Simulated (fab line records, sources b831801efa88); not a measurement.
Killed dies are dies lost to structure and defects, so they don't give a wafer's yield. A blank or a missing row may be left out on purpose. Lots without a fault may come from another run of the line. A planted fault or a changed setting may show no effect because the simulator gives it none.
A struck lot beside a sound one | flow gf180mcu | 17 steps out of a route of 602
Sound: wafers L465.1, L465.2, L465.5. Struck: wafers L468.1, L468.2, L468.6. The cause comes at the end.
At each step with rows: each side's tool, then ch and its chambers, then its first start. Under that, the readings that differ: sound wafers | struck wafers | difference of the means | sigmas: that difference in standard deviations of wafers without a fault.
alike: readings whose means differ by less than 2 such deviations, and words and numbers that are the same on both sides. not compared: withheld readings, readings that some wafer has no value for, bounds like >300 that may hide the same value, and numbers for which the record gives no deviation and whose values overlap.
The two part at a step that has a row with sigmas, a row that says differs or no value, or rows on one side only. Numbers that don't overlap but have no deviation are shown without sigmas and don't part them. A reading that every wafer of one side lacks parts them only if that side has two wafers or more.

first, 2 steps without rows for these wafers: GF_HV_LDD_PEB_44; GF_HV_LDD_DEVELOP_45 (develop time 60 s).
GF_HV_LDD_CD_MEAS_46: target cd 400 nm.
  sound on cd_sem-01, day 13 07:27; struck on cd_sem-01, day 14 10:14
  alike: cd_nm
GF_HV_LDD_OVL_MEAS_47:
  sound on overlay-02, day 13 07:34; struck on overlay-02, day 14 10:21
  alike: HV_LDD_03_OVL
then, 1 step without rows for these wafers: GF_HV_LDD_IMPLANT_48.
GF_HV_LDD_STRIP_49: strips in O2/N2.
  sound on plasma_asher-03 ch 0,1, day 13 07:45; struck on plasma_asher-01 ch 0,1, day 14 10:32
  alike: drypump_motor_current_A, heater_power_w, oes_product_au, strip_time_to_endpoint_s
  not compared: rf_hours_counter_h
GF_HV_LDD_TW_MEAS_50:
  sound on film_metro-04, day 13 07:51; struck on film_metro-04, day 14 10:38
  alike: HV_LDD_4_TW
then, 1 step without rows for these wafers: GF_HV_LDD_CLEAN_51 (cleans in SC1/SC2, time 150 s).
GF_HV_LDD_RTA_52: time 10 s.
  sound on rtp_anneal-01 ch 0, day 13 07:58; struck on rtp_anneal-01 ch 0, day 14 10:45
  alike: chamber_o2_ppm, lamp_power_pct, wafer_temp_C_max
GF_HV_LDD_RS_MEAS_53: measures by four-point-probe.
  sound on film_metro-02, day 13 08:02; struck on film_metro-01, day 14 10:49
  alike: HV_LDD_RS
then, 1 step without rows for these wafers: GF_HV_LDD_CVD_54 (deposits SiO2 from TEOS, target thk 10 nm, time 75 s).
GF_HV_LDD_THK_MEAS_55:
  sound on film_metro-01, day 13 09:11; struck on film_metro-01, day 14 11:58
  alike: HV_LDD_CVD_54_THK
GF_HV_LDD_CVD_56: deposits Si3N4 from DCS/NH3, target thk 90 nm, time 1543 s.
  sound on lpcvd-02 ch 0, day 13 09:14; struck on lpcvd-02 ch 0, day 14 12:01
  reading                                  | sound            | struck            | difference | sigmas
  model.Si3N4_of_HV_LDD_CVD_56.thk_nm (nm) | 90.45 90.24 90.7 | 97.58 97.64 97.64 | +7.16      |
GF_HV_LDD_THK_MEAS_57:
  sound on film_metro-01, day 13 10:40; struck on film_metro-01, day 14 13:27
  reading                | sound          | struck         | difference | sigmas
  HV_LDD_CVD_56_THK (nm) | 90.5 90.2 90.7 | 97.6 97.6 97.6 | +7.1       | +9
GF_HV_LDD_ETCHBACK_58: etches Si3N4 in CH3F/O2, stops on SiO2, time 100 s, target depth 90 nm.
  sound on rie_diel-04 ch 0,2, day 13 10:44; struck on rie_diel-04 ch 0,2,3, day 14 13:31
  reading                  | sound             | struck            | difference | sigmas
  oes_product_au (a.u.)    | 0.844 0.847 0.852 | 0.883 0.884 0.883 | +0.036     | +5
  model.etch.depth_nm (nm) | 90.45 90.24 90.7  | 97.58 97.64 97.64 | +7.16      |
  alike: drypump_motor_current_A, throttle_valve_pct
  not compared: rf_hours_counter_h
then, 1 step without rows for these wafers: GF_NSD_DEHYDRATE_00 (time 60 s).
-- the record jumps here: 16 days lie between the struck wafers' starts before and after (it left off in module NSD and takes up again in module PASSIVATION, whose first step shown is number 602 of the route) --
GF_PASSIVATION_PROBE_99:
  the record has rows for the struck wafers here (prober-02, day 30 23:31) and none for the sound ones

WHERE THEY PART
First at GF_HV_LDD_THK_MEAS_57; last, within this record, at GF_PASSIVATION_PROBE_99.

WHY: what the simulator had put in
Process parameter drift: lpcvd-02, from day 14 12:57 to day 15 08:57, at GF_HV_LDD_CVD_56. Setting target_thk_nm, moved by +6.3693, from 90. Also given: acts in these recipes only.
